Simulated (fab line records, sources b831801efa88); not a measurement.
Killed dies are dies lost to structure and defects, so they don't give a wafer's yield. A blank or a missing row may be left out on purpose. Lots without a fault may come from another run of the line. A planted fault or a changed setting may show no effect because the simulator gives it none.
fab line records | flow sky130
record lots=13 wafers=39 last_day=50
route steps=708 shown FIELD_ISO@19 SONOS_ONO@181 SD_N@356 LOCAL_INTERCONNECT@387 PAD_OPEN@708
lots that met no fault: from a run of the same line without faults
start_h: hours from the record's first day to the start of the lot's first wafer shown | wait_h: hours since the lot's step before | " the same as in the row above | L1.1+2: a row that stands for several wafers | - no value, or no start given | * or withheld: withheld | < > ~ a bound
route shown NAME@n: a module of which the file shows steps, and the number in the route of the first | usual: mean/standard deviation of fault-free wafers | same: alike in all rows | chamber/n: place in a boat | sites: the reading at each site | _std_site: their standard deviation | _edge_site: outer sites' mean less inner sites' | radius_mm: how far each site lies from the wafer's centre | mask NAME#n: copy n | behind: the tool/chamber that last shaped the wafer | hold: why the lot was held/for how many hours/how that ended | device: the transistor (n, p or np) that didn't switch | end of line: the same wafers' tests at the end of the route | a step without rows: its recipe alone | killed: dies lost to structure and defects at the first sort, not the wafer's yield | map: a wafer's dies, x killed, . not, _ none there
set.NAME: the setting as run; set.NAME@STEP: as run at that earlier step | model.NAME: the simulator's own value behind a step, which no gauge read
steps of the route over a sample of lots; a table a step, a row a wafer
services: from which hour (start_h, from the record's first day; less than 0 if before it) a tool's chamber was out of use, for how many hours, and why
## steps
# step SKY_FIELD_ISO_WET_ETCH_18
# recipe chemistry=H3PO4 target_depth_nm=25 temp_c=160 target=Si3N4 time_s=286
# usual run_length_s=314/4.1
# columns lot.wafer tool chamber start_h wait_h run_length_s
L833.1 wet_bench-02 3 34.66 0.0 310
L833.5 " 3 " " 310
L833.6 " 3 " " 310
L834.1 wet_bench-02 0 38.08 0.0 312
L834.3 " 0 " " 312
L834.5 " 0 " " 312
L836.1 wet_bench-03 3 51.17 0.0 319
L836.3 " 3 " " 319
L836.4 " 3 " " 319
L838.3 wet_bench-02 3 65.09 0.0 311
L838.5 " 3 " " 311
L838.6 " 3 " " 311
L839.1 wet_bench-04 1 71.48 0.0 312
L839.4 " 1 " " 312
L839.5 " 1 " " 312
L841.3 wet_bench-04 2 75.62 0.0 310
L841.4 " 2 " " 310
L841.6 " 2 " " 310
L843.2 wet_bench-04 0 85.57 0.0 319
L843.3 " 0 " " 319
L843.4 " 0 " " 319
L845.1 wet_bench-04 0 99.38 0.0 310
L845.3 " 0 " " 310
L845.6 " 0 " " 310
L850.1 wet_bench-04 3 122.46 0.0 188
L850.3 " 3 " " 188
L850.5 " 3 " " 188
L851.1 wet_bench-04 2 128.58 0.0 187
L851.5 " 2 " " 187
L851.6 " 2 " " 187
L852.2 wet_bench-02 0 134.77 0.0 311
L852.5 " 0 " " 311
L852.6 " 0 " " 311
L854.3 wet_bench-03 2 142.96 0.0 318
L854.4 " 2 " " 318
L854.5 " 2 " " 318
L855.1 wet_bench-03 3 148.83 0.0 319
L855.3 " 3 " " 319
L855.5 " 3 " " 319
# step SKY_SONOS_ONO_CD_MEAS_13
# recipe target_cd_nm=410
# usual cd_nm=409.2/2.3
# columns lot.wafer tool chamber start_h wait_h cd_nm
L833.1 cd_sem-02 - 284.98 0.1 408.9
L833.5 " - " " 408.4
L833.6 " - " " 410.6
L834.1 cd_sem-02 - 294.68 0.1 405.3
L834.3 " - " " 406.6
L834.5 " - " " 408.6
L836.1 cd_sem-01 - 311.04 0.1 409.9
L836.3 " - " " 409.8
L836.4 " - " " 409.8
L838.3 cd_sem-02 - 338.78 0.1 409.4
L838.5 " - " " 409.2
L838.6 " - " " 409.3
L839.1 cd_sem-02 - 343.88 0.1 406.1
L839.4 " - " " 408.5
L839.5 " - " " 406.3
L841.3 cd_sem-01 - 361.88 0.1 407.9
L841.4 " - " " 407.6
L841.6 " - " " 405.8
L843.2 cd_sem-02 - 365.30 0.1 401.8
L843.3 " - " " 406.0
L843.4 " - " " 401.9
L845.1 cd_sem-02 - 391.28 0.1 415.9
L845.3 " - " " 412.8
L845.6 " - " " 415.1
L850.1 cd_sem-02 - 429.09 0.1 406.9
L850.3 " - " " 408.6
L850.5 " - " " 408.6
L851.1 cd_sem-02 - 452.58 0.1 408.9
L851.5 " - " " 407.6
L851.6 " - " " 406.2
L852.2 cd_sem-01 - 452.76 0.1 409.9
L852.5 " - " " 409.7
L852.6 " - " " 408.5
L854.3 cd_sem-02 - 458.17 0.1 408.5
L854.4 " - " " 411.8
L854.5 " - " " 411.9
L855.1 cd_sem-01 - 479.04 0.1 407.7
L855.3 " - " " 407.8
L855.5 " - " " 407.8
# step SKY_SD_N_RTA_14
# recipe temp_c=1075 time_s=2 idle_temp_c=650 ramp_up_c_per_s=150 ramp_down_c_per_s=90 ambient=N2
# usual lamp_power_pct=15.74/0.053 wafer_temp_C_max=1078.0/1.3
# columns lot.wafer tool chamber start_h wait_h lamp_power_pct wafer_temp_C_max
L833.1 rtp_anneal-02 0 653.96 0.0 15.77 1075.3
L833.5 " 0 " " 15.64 1079.5
L833.6 " 0 " " 15.71 1076.5
L834.1 rtp_anneal-01 0 667.60 0.0 15.83 1077.1
L834.3 " 0 " " 15.62 1077.4
L834.5 " 0 " " 15.74 1078.0
L836.1 rtp_anneal-01 0 680.35 0.0 15.83 1077.0
L836.3 " 0 " " 15.72 1077.4
L836.4 " 0 " " 15.68 1076.3
L838.3 rtp_anneal-01 0 708.42 0.0 15.74 1078.3
L838.5 " 0 " " 15.73 1077.8
L838.6 " 0 " " 15.78 1077.7
L839.1 rtp_anneal-01 0 710.95 0.0 15.74 1081.3
L839.4 " 0 " " 15.82 1077.5
L839.5 " 0 " " 15.69 1080.4
L841.3 rtp_anneal-02 0 726.76 0.0 15.73 1077.9
L841.4 " 0 " " 15.73 1078.0
L841.6 " 0 " " 15.72 1075.7
L843.2 rtp_anneal-01 0 733.86 0.0 15.68 1077.2
L843.3 " 0 " " 15.72 1080.2
L843.4 " 0 " " 15.78 1076.4
L845.1 rtp_anneal-02 0 757.36 0.0 15.75 1078.8
L845.3 " 0 " " 15.70 1077.9
L845.6 " 0 " " 15.81 1077.7
L850.1 rtp_anneal-01 0 790.95 0.0 15.82 1080.2
L850.3 " 0 " " 15.85 1078.2
L850.5 " 0 " " 15.73 1076.6
L851.1 rtp_anneal-02 0 807.46 0.0 15.74 1077.7
L851.5 " 0 " " 15.81 1077.7
L851.6 " 0 " " 15.76 1079.9
L852.2 rtp_anneal-01 0 808.76 0.0 15.76 1077.0
L852.5 " 0 " " 15.71 1079.0
L852.6 " 0 " " 15.72 1078.1
L854.3 rtp_anneal-01 0 815.17 0.0 15.72 1079.1
L854.4 " 0 " " 15.62 1078.1
L854.5 " 0 " " 15.73 1077.0
L855.1 rtp_anneal-02 0 835.40 0.0 15.78 1075.4
L855.3 " 0 " " 15.64 1079.3
L855.5 " 0 " " 15.76 1077.5
# step SKY_LOCAL_INTERCONNECT_SPUTTER_00
# recipe material=TiN target_thk_nm=100 temp_c=300 power_w=6500 time_s=83.3 chamber_pressure_pa=0.4
# usual throttle_valve_pct=30.2/1.4
# columns lot.wafer tool chamber start_h wait_h throttle_valve_pct
L833.1 pvd_sputter-03 - 685.48 0.1 29.0
L833.5 " - " " 28.9
L833.6 " - " " 28.7
L834.1 pvd_sputter-02 - 697.98 0.1 28.8
L834.3 " - " " 29.6
L834.5 " - " " 30.4
L836.1 pvd_sputter-01 - 710.92 0.1 32.3
L836.3 " - " " 32.0
L836.4 " - " " 30.0
L838.3 pvd_sputter-01 - 738.72 0.2 32.5
L838.5 " - " " 32.0
L838.6 " - " " 31.7
L839.1 pvd_sputter-03 - 741.24 0.1 29.5
L839.4 " - " " 30.0
L839.5 " - " " 30.1
L841.3 pvd_sputter-02 - 757.00 0.2 28.6
L841.4 " - " " 29.3
L841.6 " - " " 28.7
L843.2 pvd_sputter-03 - 763.65 0.1 30.1
L843.3 " - " " 28.7
L843.4 " - " " 29.4
L845.1 pvd_sputter-03 - 786.97 0.1 29.4
L845.3 " - " " 28.6
L845.6 " - " " 29.2
L850.1 pvd_sputter-02 - 819.82 0.2 30.4
L850.3 " - " " 29.5
L850.5 " - " " 29.3
L851.1 pvd_sputter-02 - 836.45 0.2 30.4
L851.5 " - " " 28.6
L851.6 " - " " 30.3
L852.2 pvd_sputter-02 - 838.07 0.1 28.3
L852.5 " - " " 29.4
L852.6 " - " " 28.4
L854.3 pvd_sputter-03 - 843.90 0.1 29.6
L854.4 " - " " 28.8
L854.5 " - " " 29.0
L855.1 pvd_sputter-01 - 864.19 0.1 31.7
L855.3 " - " " 32.1
L855.5 " - " " 32.1
# step SKY_PAD_OPEN_PROBE_99
# usual killed_at_M0_to_M3=43/6.3 killed_at_M4_up=3.3/1.7 killed_at_contacts=24/5.4 killed_at_front_end=16/4.6 killed_at_other=0.4/0.7 killed_dies=87/9.4 killed_on_rim=17/3.9 killed_open=47/6.9 killed_short=39/6.1
# same gross_dies=492 killed_at_back_side=0
# columns lot.wafer tool chamber start_h wait_h killed_at_M0_to_M3 killed_at_M4_up killed_at_contacts killed_at_front_end killed_at_other killed_dies killed_on_rim killed_open killed_short
L833.1 prober-02 - 1086.20 0.1 47 3 24 20 0 94 23 48 46
L833.5 prober-02 - 1086.40 0.2 42 1 20 18 0 81 17 45 34
L833.6 prober-02 - 1086.45 0.2 42 4 29 17 1 93 23 44 49
L834.1 prober-01 - 1091.31 0.1 49 4 21 15 0 89 15 52 35
L834.3 prober-01 - 1091.41 0.2 50 5 21 17 0 93 25 60 33
L834.5 prober-01 - 1091.51 0.2 44 5 38 18 0 105 24 55 48
L836.1 prober-01 - 1102.79 0.1 37 5 29 16 0 87 18 44 43
L836.3 prober-01 - 1102.89 0.2 38 7 19 16 0 80 15 43 37
L836.4 prober-01 - 1102.94 0.2 42 3 27 17 1 90 23 56 33
L838.3 prober-01 - 1119.56 0.2 42 3 31 11 0 87 17 52 35
L838.5 prober-01 - 1119.66 0.2 48 3 21 14 1 87 16 43 43
L838.6 prober-01 - 1119.71 0.2 39 2 23 13 0 77 17 41 36
L839.1 prober-01 - 1124.44 0.1 43 4 22 13 0 82 13 45 37
L839.4 prober-01 - 1124.59 0.2 52 2 21 17 0 92 13 53 38
L839.5 prober-01 - 1124.64 0.2 43 2 21 16 0 82 18 40 42
L841.3 prober-02 - 1134.71 0.2 53 2 31 14 3 103 13 62 41
L841.4 prober-02 - 1134.76 0.2 46 3 26 14 1 90 22 52 38
L841.6 prober-02 - 1134.86 0.2 51 2 31 11 0 95 17 50 45
L843.2 prober-01 - 1138.09 0.1 34 3 21 12 0 70 11 40 30
L843.3 prober-01 - 1138.14 0.2 52 3 21 11 2 89 18 46 41
L843.4 prober-01 - 1138.19 0.2 50 5 25 19 2 101 25 55 45
L845.1 prober-02 - 1156.85 0.1 49 3 16 13 0 81 17 36 42
L845.3 prober-02 - 1156.95 0.2 57 2 18 11 0 88 15 51 34
L845.6 prober-02 - 1157.10 0.2 56 3 18 13 0 90 19 56 31
L850.1 prober-01 - 1176.32 0.1 42 3 18 16 0 79 20 47 32
L850.3 prober-01 - 1176.42 0.2 54 3 18 26 0 101 21 57 44
L850.5 prober-01 - 1176.52 0.2 51 3 30 17 0 101 19 50 51
L851.1 prober-02 - 1189.33 0.1 38 1 24 15 0 78 18 46 32
L851.5 prober-02 - 1189.53 0.2 29 4 17 12 0 62 15 31 30
L851.6 prober-02 - 1189.58 0.2 30 2 25 15 1 73 15 40 33
L852.2 prober-01 - 1191.00 0.1 43 1 25 14 1 84 10 46 38
L852.5 prober-01 - 1191.15 0.2 39 4 32 18 0 93 20 56 37
L852.6 prober-01 - 1191.20 0.2 44 4 13 17 0 78 9 34 44
L854.3 prober-01 - 1192.78 0.2 31 3 18 16 1 69 10 32 37
L854.4 prober-01 - 1192.83 0.2 51 0 25 23 0 99 15 51 48
L854.5 prober-01 - 1192.88 0.2 43 5 32 26 0 106 26 60 46
L855.1 prober-01 - 1203.98 0.1 42 2 22 22 1 89 13 42 47
L855.3 prober-01 - 1204.08 0.2 39 2 32 23 2 98 15 52 44
L855.5 prober-01 - 1204.18 0.2 37 2 27 15 0 81 11 40 41
# killed by level:class
L833.1 POLY_GATE:geometric_particle:open=8 LI_CONTACT:geometric_particle:open=7 METAL1:geometric_particle:short=7 VIA1:geometric_particle:short=7 VIA1:geometric_particle:open=6 VIA2:geometric_particle:open=6 VIA3:geometric_particle:open=6 CONTACT:geometric_particle:open=5
L833.5 LI_CONTACT:geometric_particle:open=8 VIA1:geometric_particle:open=7 VIA3:geometric_particle:open=7 METAL1:geometric_particle:short=6 FIELD_ISO:geometric_particle:open=5 SPACER:geometric_particle:open=5 METAL2:geometric_particle:short=5 LOCAL_INTERCONNECT:geometric_particle:short=4
L833.6 CONTACT:geometric_particle:open=9 LOCAL_INTERCONNECT:geometric_particle:short=8 VIA1:geometric_particle:open=7 VIA2:geometric_particle:open=7 POLY_GATE:geometric_particle:short=6 METAL2:geometric_particle:short=6 VIA1:geometric_particle:short=5 METAL3:geometric_particle:short=5
L834.1 CONTACT:geometric_particle:open=12 VIA2:geometric_particle:open=11 METAL1:geometric_particle:short=8 VIA1:geometric_particle:open=8 VIA3:geometric_particle:open=7 FIELD_ISO:geometric_particle:open=5 LI_CONTACT:geometric_particle:open=5 FIELD_ISO:geometric_particle:short=4
L834.3 VIA1:geometric_particle:open=11 VIA3:geometric_particle:open=10 VIA2:geometric_particle:open=9 LI_CONTACT:geometric_particle:open=9 CONTACT:geometric_particle:open=8 FIELD_ISO:geometric_particle:short=5 POLY_GATE:geometric_particle:short=4 METAL1:geometric_particle:short=4
L834.5 CONTACT:geometric_particle:open=13 CONTACT:geometric_particle:short=12 VIA2:geometric_particle:open=11 VIA1:geometric_particle:open=9 METAL1:geometric_particle:short=7 LI_CONTACT:geometric_particle:open=6 FIELD_ISO:geometric_particle:short=5 METAL4:geometric_particle:short=5
L836.1 CONTACT:geometric_particle:open=12 METAL1:geometric_particle:short=7 VIA1:geometric_particle:open=7 FIELD_ISO:geometric_particle:open=6 LOCAL_INTERCONNECT:geometric_particle:short=5 VIA3:geometric_particle:open=5 FIELD_ISO:geometric_particle:short=4 METAL4:geometric_particle:short=4
L836.3 CONTACT:geometric_particle:open=9 VIA1:geometric_particle:open=8 METAL1:geometric_particle:short=6 VIA3:geometric_particle:open=6 FIELD_ISO:geometric_particle:open=5 FIELD_ISO:geometric_particle:short=5 VIA2:geometric_particle:open=5 METAL4:geometric_particle:short=5
L836.4 CONTACT:geometric_particle:open=10 VIA1:geometric_particle:open=9 LI_CONTACT:geometric_particle:open=8 VIA2:geometric_particle:open=8 VIA3:geometric_particle:open=6 POLY_GATE:geometric_particle:open=5 CONTACT:geometric_particle:short=5 VIA1:geometric_particle:short=5
L838.3 CONTACT:geometric_particle:open=15 VIA1:geometric_particle:open=9 VIA1:geometric_particle:short=7 VIA3:geometric_particle:open=6 LI_CONTACT:geometric_particle:open=6 FIELD_ISO:geometric_particle:open=5 LOCAL_INTERCONNECT:geometric_particle:short=5 METAL2:geometric_particle:short=4
L838.5 VIA3:geometric_particle:open=11 VIA1:geometric_particle:open=9 FIELD_ISO:geometric_particle:open=6 METAL2:geometric_particle:short=6 CONTACT:geometric_particle:short=5 CONTACT:geometric_particle:open=5 METAL3:geometric_particle:short=4 LI_CONTACT:geometric_particle:short=4
L838.6 VIA1:geometric_particle:open=15 CONTACT:geometric_particle:open=9 VIA1:geometric_particle:short=6 CONTACT:geometric_particle:short=6 FIELD_ISO:geometric_particle:open=4 METAL1:geometric_particle:short=4 VIA2:geometric_particle:open=4 POLY_GATE:geometric_particle:short=4
L839.1 LI_CONTACT:geometric_particle:open=8 VIA2:geometric_particle:open=8 CONTACT:geometric_particle:open=7 VIA3:geometric_particle:open=6 VIA2:geometric_particle:short=6 METAL1:geometric_particle:short=5 VIA1:geometric_particle:short=5 VIA1:geometric_particle:open=4
L839.4 VIA1:geometric_particle:open=15 VIA2:geometric_particle:open=8 LI_CONTACT:geometric_particle:open=6 VIA3:geometric_particle:open=6 FIELD_ISO:geometric_particle:open=5 CONTACT:geometric_particle:open=5 METAL1:geometric_particle:short=5 METAL3:geometric_particle:short=5
L839.5 CONTACT:geometric_particle:open=7 VIA1:geometric_particle:open=7 VIA2:geometric_particle:open=6 METAL3:geometric_particle:short=6 FIELD_ISO:geometric_particle:short=5 LI_CONTACT:geometric_particle:open=5 CONTACT:geometric_particle:short=5 SPACER:geometric_particle:short=4
L841.3 VIA2:geometric_particle:open=12 VIA1:geometric_particle:open=12 CONTACT:geometric_particle:open=11 METAL1:geometric_particle:short=8 VIA3:geometric_particle:open=8 LOCAL_INTERCONNECT:geometric_particle:short=7 CONTACT:geometric_particle:short=5 FIELD_ISO:geometric_particle:open=4
L841.4 VIA1:geometric_particle:open=11 LI_CONTACT:geometric_particle:open=10 VIA2:geometric_particle:open=7 VIA3:geometric_particle:open=7 CONTACT:geometric_particle:open=6 CONTACT:geometric_particle:short=5 METAL2:geometric_particle:short=5 VIA1:geometric_particle:short=4
L841.6 CONTACT:geometric_particle:open=13 VIA1:geometric_particle:open=11 CONTACT:geometric_particle:short=10 VIA2:geometric_particle:short=8 VIA2:geometric_particle:open=8 VIA3:geometric_particle:open=6 LOCAL_INTERCONNECT:geometric_particle:short=5 METAL2:geometric_particle:short=5
L843.2 CONTACT:geometric_particle:open=9 LI_CONTACT:geometric_particle:open=7 METAL1:geometric_particle:short=7 VIA1:geometric_particle:open=5 FIELD_ISO:geometric_particle:short=4 METAL1:geometric_particle:open=4 VIA2:geometric_particle:open=4 VIA1:geometric_particle:short=3
L843.3 VIA2:geometric_particle:open=9 METAL1:geometric_particle:short=8 VIA3:geometric_particle:open=8 CONTACT:geometric_particle:open=7 VIA1:geometric_particle:open=7 VIA1:geometric_particle:short=6 CONTACT:geometric_particle:short=5 FIELD_ISO:geometric_particle:short=4
L843.4 CONTACT:geometric_particle:open=10 VIA1:geometric_particle:open=10 VIA1:geometric_particle:short=7 VIA3:geometric_particle:open=7 LI_CONTACT:geometric_particle:open=6 VIA2:geometric_particle:open=6 FIELD_ISO:geometric_particle:short=5 POLY_GATE:geometric_particle:open=5
L845.1 VIA1:geometric_particle:short=8 VIA3:geometric_particle:open=8 VIA1:geometric_particle:open=6 METAL2:geometric_particle:short=6 LI_CONTACT:geometric_particle:open=5 CONTACT:geometric_particle:open=5 VIA2:geometric_particle:open=5 METAL3:geometric_particle:short=5
L845.3 VIA1:geometric_particle:open=17 VIA3:geometric_particle:open=12 CONTACT:geometric_particle:open=9 VIA1:geometric_particle:short=8 VIA2:geometric_particle:open=6 CONTACT:geometric_particle:short=5 VIA3:geometric_particle:short=5 POLY_GATE:coat_microbubble_printed=3
L845.6 VIA3:geometric_particle:open=14 VIA1:geometric_particle:open=11 VIA2:geometric_particle:open=10 CONTACT:geometric_particle:open=8 METAL2:geometric_particle:short=5 METAL1:geometric_particle:short=4 POLY_GATE:geometric_particle:open=3 LI_CONTACT:geometric_particle:open=3
L850.1 VIA3:geometric_particle:open=14 FIELD_ISO:geometric_particle:open=7 LI_CONTACT:geometric_particle:open=6 VIA1:geometric_particle:open=5 CONTACT:geometric_particle:short=5 METAL1:geometric_particle:short=5 CONTACT:geometric_particle:open=4 METAL2:geometric_particle:short=4
L850.3 VIA3:geometric_particle:open=14 VIA1:geometric_particle:open=9 FIELD_ISO:geometric_particle:open=8 CONTACT:geometric_particle:open=8 VIA2:geometric_particle:open=8 POLY_GATE:geometric_particle:short=7 METAL2:geometric_particle:short=6 METAL1:geometric_particle:short=5
L850.5 VIA1:geometric_particle:open=14 VIA2:geometric_particle:open=10 CONTACT:geometric_particle:open=9 CONTACT:geometric_particle:short=7 VIA1:geometric_particle:short=6 METAL2:geometric_particle:short=6 LI_CONTACT:geometric_particle:short=6 FIELD_ISO:geometric_particle:short=5
L851.1 CONTACT:geometric_particle:open=12 VIA2:geometric_particle:open=7 FIELD_ISO:geometric_particle:short=6 VIA3:geometric_particle:open=6 LI_CONTACT:geometric_particle:open=6 METAL1:geometric_particle:short=5 VIA1:geometric_particle:open=5 LOCAL_INTERCONNECT:geometric_particle:short=4
L851.5 CONTACT:geometric_particle:open=6 METAL2:geometric_particle:short=6 VIA1:geometric_particle:open=5 VIA3:geometric_particle:open=5 FIELD_ISO:geometric_particle:open=4 LI_CONTACT:geometric_particle:short=4 CONTACT:geometric_particle:short=4 VIA2:geometric_particle:open=4
L851.6 VIA2:geometric_particle:open=9 LI_CONTACT:geometric_particle:open=7 CONTACT:geometric_particle:open=7 LOCAL_INTERCONNECT:geometric_particle:short=4 POLY_GATE:geometric_particle:open=4 FIELD_ISO:geometric_particle:short=3 POLY_GATE:geometric_particle:short=3 CONTACT:geometric_particle:short=3
L852.2 VIA1:geometric_particle:open=12 LI_CONTACT:geometric_particle:open=6 CONTACT:geometric_particle:short=6 VIA2:geometric_particle:open=6 CONTACT:geometric_particle:open=5 METAL1:geometric_particle:short=5 VIA3:geometric_particle:open=5 LI_CONTACT:geometric_particle:short=4
L852.5 LI_CONTACT:geometric_particle:open=10 VIA1:geometric_particle:open=10 CONTACT:geometric_particle:open=8 VIA2:geometric_particle:open=8 LI_CONTACT:geometric_particle:short=7 POLY_GATE:geometric_particle:open=6 FIELD_ISO:geometric_particle:open=5 LOCAL_INTERCONNECT:geometric_particle:short=5
L852.6 VIA1:geometric_particle:open=14 POLY_GATE:geometric_particle:short=6 METAL2:geometric_particle:short=6 VIA3:geometric_particle:short=6 FIELD_ISO:geometric_particle:open=4 METAL3:geometric_particle:short=4 LI_CONTACT:geometric_particle:open=4 VIA2:geometric_particle:short=4
L854.3 VIA1:geometric_particle:open=7 VIA3:geometric_particle:open=6 FIELD_ISO:geometric_particle:open=5 POLY_GATE:geometric_particle:short=5 LOCAL_INTERCONNECT:geometric_particle:short=5 CONTACT:geometric_particle:open=5 VIA1:geometric_particle:short=5 CONTACT:geometric_particle:short=4
L854.4 CONTACT:geometric_particle:open=9 VIA1:geometric_particle:open=9 POLY_GATE:geometric_particle:open=8 VIA1:geometric_particle:short=7 METAL1:geometric_particle:short=6 METAL2:geometric_particle:short=6 VIA2:geometric_particle:short=5 LI_CONTACT:geometric_particle:open=5
L854.5 VIA1:geometric_particle:open=11 LI_CONTACT:geometric_particle:open=9 CONTACT:geometric_particle:open=8 VIA2:geometric_particle:open=7 FIELD_ISO:geometric_particle:open=6 FIELD_ISO:geometric_particle:short=5 POLY_GATE:geometric_particle:short=5 LOCAL_INTERCONNECT:geometric_particle:short=5
L855.1 METAL2:geometric_particle:short=11 LI_CONTACT:geometric_particle:open=8 VIA1:geometric_particle:open=7 FIELD_ISO:geometric_particle:short=6 POLY_GATE:geometric_particle:short=6 CONTACT:geometric_particle:open=5 VIA3:geometric_particle:open=5 FIELD_ISO:geometric_particle:open=4
L855.3 LI_CONTACT:geometric_particle:open=10 LI_CONTACT:geometric_particle:short=7 CONTACT:geometric_particle:open=7 VIA1:geometric_particle:open=7 VIA2:geometric_particle:open=7 METAL2:geometric_particle:short=6 FIELD_ISO:geometric_particle:open=5 FIELD_ISO:geometric_particle:short=5
L855.5 CONTACT:geometric_particle:open=8 LI_CONTACT:geometric_particle:open=7 CONTACT:geometric_particle:short=7 VIA1:geometric_particle:short=7 VIA1:geometric_particle:open=5 METAL2:geometric_particle:short=5 POLY_GATE:geometric_particle:short=4 POLY_GATE:geometric_particle:open=4
## services
# columns tool chamber start_h hours kind
pvd_sputter-02 - 30.03 110.0 repair
pvd_sputter-02 - 146.14 1.3 repair
pvd_sputter-02 - 195.91 0.5 repair
rtp_anneal-02 - 233.37 6.5 pm
pvd_sputter-02 - 237.08 2.3 repair
rtp_anneal-01 - 255.07 5.1 repair
pvd_sputter-02 - 286.15 2.7 repair
pvd_sputter-03 - 375.46 4.2 repair
pvd_sputter-02 - 383.28 2.5 repair
pvd_sputter-03 - 412.38 5.4 repair
pvd_sputter-03 - 428.34 1.5 repair
pvd_sputter-02 - 429.33 2.7 repair
rtp_anneal-02 - 431.05 76.9 pm
pvd_sputter-03 - 459.11 12.3 repair
pvd_sputter-02 - 462.53 5.1 repair
pvd_sputter-03 - 488.79 2.2 repair
rtp_anneal-01 - 507.95 1.1 pm
pvd_sputter-03 - 515.82 3.5 repair
pvd_sputter-02 - 545.56 7.6 repair
rtp_anneal-01 - 655.75 5.6 pm
pvd_sputter-02 - 720.30 2.0 repair
pvd_sputter-03 - 727.97 2.6 repair
rtp_anneal-02 - 749.02 1.6 repair
wet_bench-04 - 785.17 1.6 repair
## key
first_sign step=SKY_FIELD_ISO_WET_ETCH_18 reading=run_length_s direction=down sigmas=31 usual=* struck=*
effect none on later readings
met_at SKY_FIELD_ISO_WET_ETCH_18
struck_lots L850,L851
tester_left_out L850,L851
not_acting_at SKY_SONOS_ONO_CD_MEAS_13,SKY_SD_N_RTA_14,SKY_LOCAL_INTERCONNECT_SPUTTER_00
onset_between 99.38 122.46
fault kind=process_parameter_drift tool=wet_bench-04 chamber=- onset_h=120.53 steps=SKY_FIELD_ISO_WET_ETCH_18 channel=time_s offset=* shape=step end_h=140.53 acts_in=* stated=*
# tester_left_out: of these lots the tester's yield and bins aren't shown, on N5 and GAA mostly nor the transistor test; their killed dies are dies lost to structure and defects alone, not to doping, threshold or leakage, so they don't give the yield
